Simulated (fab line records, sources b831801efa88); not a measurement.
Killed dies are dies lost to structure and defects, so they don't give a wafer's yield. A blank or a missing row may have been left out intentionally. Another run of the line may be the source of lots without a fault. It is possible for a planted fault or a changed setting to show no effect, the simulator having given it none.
Tool commonality check    flow sky130    10 lots and 30 wafers in the sample

== WHAT PROMPTED THE OPENING ==
2 of 10 lots carry a flag on the reading SPACER_CVD_00_THK at SKY_SPACER_THK_MEAS_01. No-fault wafers: 43.0 nm, standard deviation 0.4.
Rule: flag the lot when none of its wafers has a number, or when each of its wafers that has one lies beyond 4 standard deviations from that mean. All remaining lots are regarded as sound.

lot   measured      on             SPACER_CVD_00_THK (nm), wafer by wafer  flag
L543  day 23 04:58  film metro-03  42.6 42.8 42.4                          
L547  day 24 15:02  film metro-03  43.4 43.4 42.9                          
L550  day 25 19:38  film metro-01  43.4 43.5 43.3                          
L553  day 26 19:28  film metro-03  46.4 46.5 46.5                          FLAGGED
L554  day 27 03:55  film metro-01  45.9 46.1 45.6                          FLAGGED
L562  day 30 00:38  film metro-01  43.5 43.4 43.4                          
L563  day 30 02:53  film metro-03  43.0 42.8 43.1                          
L564  day 30 06:30  film metro-01  43.1 43.7 43.1                          
L565  day 30 19:34  film metro-02  43.7 43.4 43.4                          
L566  day 31 02:59  film metro-03  42.9 42.3 42.7                          
On average the flagged lots' numbers are 46.2 nm, which is +3.2 nm against the usual, or +8 standard deviations.

== WHICH TOOL EACH LOT WENT THROUGH ==
The record holds 2 process steps before the reading, out of a route of 708 steps. Every cell lists first the tool, next ch and the chambers used by the sampled wafers, and last the start.
lot   flag     SKY_LDD_LDN_STRIP_12                  SKY_SPACER_CVD_00
L543           plasma asher-01 ch 1, day 23 02:55    lpcvd-02 ch 1, day 23 03:10
L547           plasma asher-01 ch 1, day 24 13:36    lpcvd-02 ch 0, day 24 13:49
L550           plasma asher-03 ch 0,1, day 25 18:14  lpcvd-02 ch 0, day 25 18:24
L553  FLAGGED  plasma asher-01 ch 0,1, day 26 18:02  lpcvd-02 ch 1, day 26 18:15
L554  FLAGGED  plasma asher-01 ch 0,1, day 27 02:29  lpcvd-02 ch 0, day 27 02:42
L562           plasma asher-01 ch 0,1, day 29 23:14  lpcvd-02 ch 1, day 29 23:25
L563           plasma asher-03 ch 0,1, day 30 00:06  lpcvd-02 ch 0, day 30 01:40
L564           plasma asher-03 ch 0,1, day 30 02:17  lpcvd-02 ch 0, day 30 05:17
L565           plasma asher-02 ch 0,1, day 30 18:08  lpcvd-02 ch 0, day 30 18:21
L566           plasma asher-02 ch 0,1, day 31 01:34  lpcvd-02 ch 1, day 31 01:45
What these steps do:
- SKY_LDD_LDN_STRIP_12: strips in O2/N2.
- SKY_SPACER_CVD_00: deposits Si3N4 from DCS/NH3, target thk 43.1 nm, time 740 s.
- SKY_SPACER_THK_MEAS_01

== FLAGGED OVER TOTAL, TOOL BY TOOL (the gauges that took the reading come last) ==
step                    tool             lots run  flagged  share of the flagged lots  sound lots run after its first flagged lot
SKY_LDD_LDN_STRIP_12    plasma asher-01  5         2        all                        1 (L562)
SKY_LDD_LDN_STRIP_12    plasma asher-02  2         0        none                       -
SKY_LDD_LDN_STRIP_12    plasma asher-03  3         0        none                       -
SKY_SPACER_CVD_00       lpcvd-02         10        2        all                        5 (L562,L563,L564,L565,L566)
SKY_SPACER_THK_MEAS_01  film metro-01    4         1        some                       2 (L562,L564)
SKY_SPACER_THK_MEAS_01  film metro-02    1         0        none                       -
SKY_SPACER_THK_MEAS_01  film metro-03    5         1        some                       2 (L563,L566)

== THE TABLE: WHAT IT ALLOWS ==
Every flagged lot went through 2 rows of the table: plasma asher-01 at SKY_LDD_LDN_STRIP_12 and lpcvd-02 at SKY_SPACER_CVD_00.
- plasma asher-01 at SKY_LDD_LDN_STRIP_12: 2 of its 5 lots flagged. Lots that were sound ran on it after the first flagged one (L562); a persistent fault on the entire tool would not allow that.
- lpcvd-02 at SKY_SPACER_CVD_00: 2 of its 10 lots flagged. Lots that were sound ran on it after the first flagged one (L562, L563, L564, L565, L566); a persistent fault on the entire tool would not allow that.
Every row of the table either missed a flagged lot or ran a sound lot after the first.

== WHAT THE SIMULATOR PUT IN ==
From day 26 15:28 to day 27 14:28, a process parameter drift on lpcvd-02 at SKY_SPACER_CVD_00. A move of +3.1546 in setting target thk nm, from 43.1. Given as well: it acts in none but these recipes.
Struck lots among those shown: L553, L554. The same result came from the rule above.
